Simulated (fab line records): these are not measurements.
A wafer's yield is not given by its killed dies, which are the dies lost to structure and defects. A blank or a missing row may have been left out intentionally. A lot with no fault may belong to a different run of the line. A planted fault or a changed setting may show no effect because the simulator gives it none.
Which tool was responsible? | flow sky130 | 13 lots, 39 wafers sampled, at 5 steps of a route of 708

== WHAT EACH GAUGE READ, for each wafer ==
SKY_LDD_HVP_OVL_MEAS_07. Usual: LDD_HVP_OVL -0.2 nm, standard deviation 1.4.
lot  | measured     | on         | LDD_HVP_OVL (nm) | flag
L728 | day 21 23:07 | overlay-02 | 0.8 -0.2 -0.4    |
L733 | day 23 16:07 | overlay-01 | -0.9 1.2 -0.5    |
L734 | day 24 01:32 | overlay-02 | -0.7 1.5 1.2     |
L735 | day 24 12:57 | overlay-02 | 1.3 0.3 1.2      |
L736 | day 24 20:12 | overlay-02 | -0.2 0.0 -1.1    |
L738 | day 25 10:32 | overlay-02 | -0.8 -1.3 -2.3   |
L737 | day 25 11:17 | overlay-01 | 1.9 1.3 1.6      |
L739 | day 25 23:29 | overlay-01 | -0.2 0.3 0.2     |
L740 | day 27 12:40 | overlay-02 | 2.1 1.0 0.5      |
L746 | day 28 02:23 | overlay-02 | -0.3 0.8 -0.1    |
L747 | day 28 10:01 | overlay-02 | 0.7 0.8 -0.1     |
L749 | day 29 03:08 | overlay-01 | 1.1 -0.5 -1.1    |
L750 | day 29 08:42 | overlay-02 | 1.5 0.4 0.3      |

SKY_POLY_CUT_OVL_MEAS_09. Usual: POLY_CUT_OVL 1 nm, standard deviation 6.3.
lot  | measured     | on         | POLY_CUT_OVL (nm) | flag
L728 | day 24 14:38 | overlay-02 | -8 -7 -11         |
L733 | day 26 05:23 | overlay-02 | -4 -2 -3          |
L734 | day 26 15:14 | overlay-01 | 4 11 2            |
L735 | day 27 00:40 | overlay-02 | -2 -9 -1          |
L736 | day 27 10:10 | overlay-01 | 1 5 -1            |
L738 | day 27 23:11 | overlay-01 | -6 -7 -5          |
L737 | day 28 00:07 | overlay-01 | 7 12 11           |
L739 | day 28 11:40 | overlay-02 | -8 -8 -5          |
L740 | day 29 23:13 | overlay-02 | 9 4 2             |
L746 | day 30 12:13 | overlay-02 | -7 -6 -1          |
L747 | day 30 20:32 | overlay-01 | 4 6 7             |
L749 | day 31 13:00 | overlay-02 | 4 7 8             |
L750 | day 31 19:29 | overlay-01 | 3 2 -3            |

SKY_SD_P_CD_MEAS_07: the cd target is 380 nm. Usual: cd nm 379.7 nm, standard deviation 2.6.
lot  | measured     | on        | cd nm (nm)        | flag
L728 | day 25 19:38 | cd sem-02 | 381.9 381.0 378.7 |
L733 | day 27 10:03 | cd sem-02 | 377.3 377.4 377.8 |
L734 | day 27 19:09 | cd sem-02 | 381.9 383.7 379.6 |
L735 | day 28 05:43 | cd sem-02 | 379.6 378.0 380.8 |
L736 | day 28 15:05 | cd sem-01 | 384.0 383.1 381.7 |
L738 | day 29 03:29 | cd sem-01 | 379.7 382.4 380.5 |
L737 | day 29 04:19 | cd sem-01 | 382.8 381.1 380.9 |
L739 | day 29 15:39 | cd sem-02 | 378.7 377.9 379.1 |
L740 | day 31 02:53 | cd sem-02 | 380.0 380.7 381.6 |
L746 | day 31 16:41 | cd sem-02 | 364.3 363.8 362.9 | OFF
L747 | day 32 00:20 | cd sem-01 | 361.0 361.9 361.2 | OFF
L749 | day 32 17:08 | cd sem-01 | 380.5 380.5 377.8 |
L750 | day 32 21:58 | cd sem-02 | 377.1 378.2 377.0 |

SKY_SD_P_TW_MEAS_11. Usual: SD_P_TW 2840, standard deviation 15.
lot  | measured     | on            | SD_P_TW        | flag
L728 | day 25 20:02 | film metro-01 | 2834 2844 2841 |
L733 | day 27 10:29 | film metro-01 | 2846 2851 2835 |
L734 | day 27 19:34 | film metro-02 | 2872 2869 2868 |
L735 | day 28 06:07 | film metro-02 | 2864 2869 2866 |
L736 | day 28 15:29 | film metro-03 | 2844 2854 2840 |
L738 | day 29 03:51 | film metro-01 | 2832 2840 2839 |
L737 | day 29 04:43 | film metro-02 | 2849 2851 2858 |
L739 | day 29 16:04 | film metro-01 | 2849 2849 2842 |
L740 | day 31 03:18 | film metro-03 | 2816 2838 2817 |
L746 | day 31 17:05 | film metro-03 | 2841 2834 2830 |
L747 | day 32 00:44 | film metro-03 | 2832 2828 2821 |
L749 | day 32 17:30 | film metro-03 | 2819 2826 2820 |
L750 | day 32 22:22 | film metro-03 | 2823 2841 2834 |

== TOOL THAT RAN EACH LOT (tool first, then ch and the chambers of the sampled wafers, then the start) ==
lot  | SKY_SD_P_EXPOSE_04
L728 | iline stepper-02 ch 0, day 25 05:34
L733 | iline stepper-02 ch 0, day 26 19:39
L734 | iline stepper-01 ch 0, day 27 05:02
L735 | iline stepper-02 ch 0, day 27 16:08
L736 | iline stepper-02 ch 0, day 28 00:50
L738 | iline stepper-01 ch 0, day 28 13:37
L737 | iline stepper-01 ch 0, day 28 14:46
L739 | iline stepper-01 ch 0, day 29 02:05
L740 | iline stepper-01 ch 0, day 30 13:13
L746 | iline stepper-02 ch 0, day 31 02:41
L747 | iline stepper-02 ch 0, day 31 10:32
L749 | iline stepper-01 ch 0, day 32 03:26
L750 | iline stepper-01 ch 0, day 32 08:58
- SKY_SD_P_EXPOSE_04: exposes mask PSDM, target cd 380 nm.

== WHAT THE TOOLS THEMSELVES READ (means of the sampled wafers that have a number; where no wafer has one, the mark that the record gives instead) ==
SKY_SD_P_EXPOSE_04. Usual: exposure dose mJ cm2 137.98, standard deviation 0.15.
lot  | tool             | exposure dose mJ cm2 | flag
L728 | iline stepper-02 | 137.83               |
L733 | iline stepper-02 | 137.85               |
L734 | iline stepper-01 | 138.10               |
L735 | iline stepper-02 | 137.94               |
L736 | iline stepper-02 | 137.91               |
L738 | iline stepper-01 | 137.92               |
L737 | iline stepper-01 | 138.10               |
L739 | iline stepper-01 | 137.88               |
L740 | iline stepper-01 | 137.82               |
L746 | iline stepper-02 | 129.81               | OFF
L747 | iline stepper-02 | 129.74               | OFF
L749 | iline stepper-01 | 137.86               |
L750 | iline stepper-01 | 137.99               |

== THE ANSWER, worked out from the rows above alone ==
Rule: lot off if the mean of its wafers having a number is beyond 3 standard deviations from the usual mean. Also off: a lot with no number at a reading for which 4 or more lots have one. Where the step has rows for the other lots, those lots are counted as sound. Order of review: gauges by route order, followed by the tools' own readings, for which a lot's mean as printed above is used. At the first step where some lot is off, the reading lying furthest off is the one used; lots without a number count as furthest.
Off: L746, L747, at SKY_SD_P_CD_MEAS_07 (cd nm).
A tool fits if, at a process step before that reading, it ran every lot that is off, and no sound lot after the first of them. Not tried: the gauges at SKY_SD_P_CD_MEAS_07; whatever is off there is also off at SKY_SD_P_EXPOSE_04, on other tools, and gauge error can't account for it. One fits: iline stepper-02 at SKY_SD_P_EXPOSE_04. A fault onset in the window from L736 (day 28 00:50, its last sound lot) to L746 (day 31 02:41, its first lot off) fits.
On the lots that are off, the tool's own readings at SKY_SD_P_EXPOSE_04 differ by more than 5 times the standard deviation of the sound lots' means, which bears it out; exposure dose mJ cm2 reads 129.78 there versus 137.93 on the sound lots.

== WHAT WAS PUT IN BY THE SIMULATOR ==
Process parameter drift: iline stepper-02, from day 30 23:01 on, at SKY_SD_P_EXPOSE_04. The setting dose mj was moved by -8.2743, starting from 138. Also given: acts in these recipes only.
Shown lots that were struck: L746, L747. This agrees with what the rule above found.
